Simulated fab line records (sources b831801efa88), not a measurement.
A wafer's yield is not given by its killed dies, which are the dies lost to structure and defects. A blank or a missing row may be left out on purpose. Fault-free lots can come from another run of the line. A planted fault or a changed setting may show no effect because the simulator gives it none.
Comparing a struck lot with a sound one    flow sfq-line    31 steps out of a route of 325
Sound: wafers L686.2, L686.5, L686.6. Wafers L702.3, L702.4, L702.5 were the ones struck. The cause comes at the end.
Per side, at each step with rows, come the tool, then ch with its chambers, and then its first start. Under that, the readings that differ: sound wafers    struck wafers    difference of the means    sigmas: that difference in standard deviations of wafers without a fault.
alike: same words and numbers on both sides, and readings whose means sit less than 2 such deviations apart. not compared: any withheld reading, any reading some wafer has no value for, any bound like >300 that may hide the same value, and any number with overlapping values for which the record gives no deviation.
A row with sigmas, a row that says differs or no value, or rows on one side alone: a step with any of these is where the two part. When numbers do not overlap yet have no deviation, they are printed without sigmas and do not part them. A reading that every wafer of one side lacks parts them only if that side has two wafers or more.

first, 1 step without rows for these wafers: SFQ_TRILAYER_M7_STRIP_SOLV_CLEAN_182 (cleans in NMP, time 600 s).
SFQ_TRILAYER_I7_DEP_PECVD_183: deposits SiO2 from SiH4/N2O, time 111.11 s, target thk 500 nm.
  sound on pecvd-04 ch 0,1, day 71 14:05; struck on pecvd-03 ch 0,2, day 82 20:10
  alike: heater-power-w, throttle-valve-pct
  not compared: since-wet-clean-h
SFQ_TRILAYER_I7_CMP_CMP_184: polishes SiO2.
  sound on cmp-01 ch 2,3, day 71 20:04; struck on cmp-01 ch 1,2, day 82 20:15
  alike: motor-current-A, platen-rpm, retaining-ring-pressure-frac, slurry-flow-ml-min, time-to-endpoint-s
SFQ_I7_BOW_MEAS_946:
  sound on film-metro-04, day 71 22:35; struck on film-metro-03, day 82 23:17
reading      sound   struck    difference  sigmas
I7_BOW (um)  1 -7 4  31 26 19  +26         +2
SFQ_TRILAYER_I7_METRO_MEASURE_185:
  sound on film-metro-04, day 71 22:53; struck on film-metro-03, day 82 23:46
  alike: thk-nm
then, 6 steps without rows for these wafers: SFQ_TRILAYER_I7_VIA_LITHO_COAT_192 (resist thk 62 nm); SFQ_TRILAYER_I7_VIA_LITHO_COAT_187 (resist thk 650 nm); SFQ_TRILAYER_I7_VIA_LITHO_SOFTBAKE_191; SFQ_TRILAYER_I7_VIA_LITHO_EXPOSE_188 (exposes mask I7, target cd 1000 nm); SFQ_TRILAYER_I7_VIA_LITHO_PEB_190 (peb time 60 s); SFQ_TRILAYER_I7_VIA_LITHO_DEVELOP_189 (time 60 s).
SFQ_I7_OVL_MEAS_947:
  sound on overlay-01, day 72 03:10; struck on overlay-01, day 83 02:50
  alike: I7_OVL
SFQ_TRILAYER_I7_VIA_BARC_OPEN_VIA_ETCH_260: etches BARC in O2, target depth 125 nm, time 41.7 s.
  sound on rie-diel-04 ch 2,3, day 72 03:12; struck on rie-diel-04 ch 1,2, day 83 02:51
  no value came back on the struck wafers for bias-w (W), chamber-pressure-mTorr (mTorr), drypump-motor-current-A (A), oes-product-au (a.u.); on the sound wafers bias-w (W) reads 80.21 80.22 80.29
reading                                                  sound            struck           difference  sigmas
model.KrF_of_TRILAYER_I7_VIA_LITHO_COAT_187.thk-nm (nm)  570.2 571.4 572  621.2 620.8 620  +49.5       
  not compared: rf-hours-counter-h
SFQ_TRILAYER_I7_VIA_ETCH_VIA_ETCH_190: etches SiO2 in CHF3, stops on Nb, target depth 260 nm.
  sound on rie-diel-04 ch 2,3, day 72 03:14; struck on rie-diel-04 ch 1,2, day 83 02:53
reading                                                  sound              struck             difference  sigmas
oes-product-au (a.u.)                                    0.856 0.854 0.857  0.379 0.375 0.376  -0.479      -98
model.KrF_of_TRILAYER_I7_VIA_LITHO_COAT_187.thk-nm (nm)  526.5 527.2 528.1  576.6 576.1 575.7  +48.9       
  alike: bias-w, chamber-pressure-mTorr, drypump-motor-current-A
SFQ_TRILAYER_I7_VIA_STRIP_STRIP_191: strips in O2.
  sound on rie-metal-03 ch 0,1, day 72 03:22; struck on rie-metal-04 ch 0,1, day 83 03:13
  alike: drypump-motor-current-A, oes-product-au
  not compared: rf-hours-counter-h
then, 5 steps without rows for these wafers: SFQ_TRILAYER_I7_VIA_STRIP_SOLV_CLEAN_192 (cleans in NMP, time 600 s); SFQ_TRILAYER_M8_LITHO_LOR_COAT_197; SFQ_TRILAYER_M8_LITHO_LOR_BAKE_198; SFQ_TRILAYER_M8_LITHO_COAT_193 (resist thk 600 nm); SFQ_TRILAYER_M8_LITHO_SOFTBAKE_199.
SFQ_TRILAYER_M8_LITHO_EXPOSE_194: exposes mask M8, target cd 2000 nm.
  struck on krf-scanner-02, day 83 10:07; sound on krf-scanner-01 ch 0, day 76 13:26
  no value came back on the struck wafers for exposure-dose-mJ-cm2, focus-offset-nm (nm), na; on the sound wafers exposure-dose-mJ-cm2 reads 14.414 14.425 14.424
  alike: mask
then, 2 steps without rows for these wafers: SFQ_TRILAYER_M8_LITHO_PEB_196 (peb time 60 s); SFQ_TRILAYER_M8_LITHO_DEVELOP_195 (img clear 15 s, time 55 s).
SFQ_M8_OVL_MEAS_948:
  sound on overlay-02, day 76 14:44; struck on overlay-01, day 83 11:14
reading      sound     struck  difference                     sigmas
M8_OVL (nm)  -4 -2 -3  - - -   no value on the struck wafers  
then, 3 steps without rows for these wafers: SFQ_TRILAYER_M8_DEP_EVAP_197 (material Ti, target thk 20 nm, time 100 s); SFQ_TRILAYER_M8_DEP_EVAP_198 (material Pt, target thk 50 nm, time 250 s); SFQ_TRILAYER_M8_DEP_EVAP_196 (material Au, target thk 180 nm, time 882.1 s).
SFQ_M8_RS_MEAS_949: measurement is done with a four-point probe.
  sound on film-metro-04, day 76 15:32; struck on film-metro-04, day 83 12:02
  alike: M8_AU_RS
SFQ_M8_THK_MEAS_950: measures by xrf.
  sound on film-metro-04, day 76 15:38; struck on film-metro-04, day 83 12:08
  alike: M8_AU_THK
then, 1 step without rows for these wafers: SFQ_TRILAYER_M8_LIFTOFF_LIFTOFF_197 (chemistry NMP, time 600 s).
SFQ_M8_BOW_MEAS_951:
  sound on film-metro-01, day 76 15:53; struck on film-metro-01, day 83 12:23
reading                  sound                 struck             difference  sigmas
M8_BOW (um)              1 -6 5                32 27 19           +26         +2
model.etest.m8.ohm-sq    0.1547 0.1554 0.1528  1e+06 1e+06 1e+06  +1e+06      
model.etest.i7.link-ohm  1.06 1.051 1.05       1e+06 1e+06 1e+06  +1e+06      

WHERE THEY PART
At SFQ_I7_BOW_MEAS_946 first; at SFQ_M8_BOW_MEAS_951 last (within this record only).

WHY: the cause the simulator had injected
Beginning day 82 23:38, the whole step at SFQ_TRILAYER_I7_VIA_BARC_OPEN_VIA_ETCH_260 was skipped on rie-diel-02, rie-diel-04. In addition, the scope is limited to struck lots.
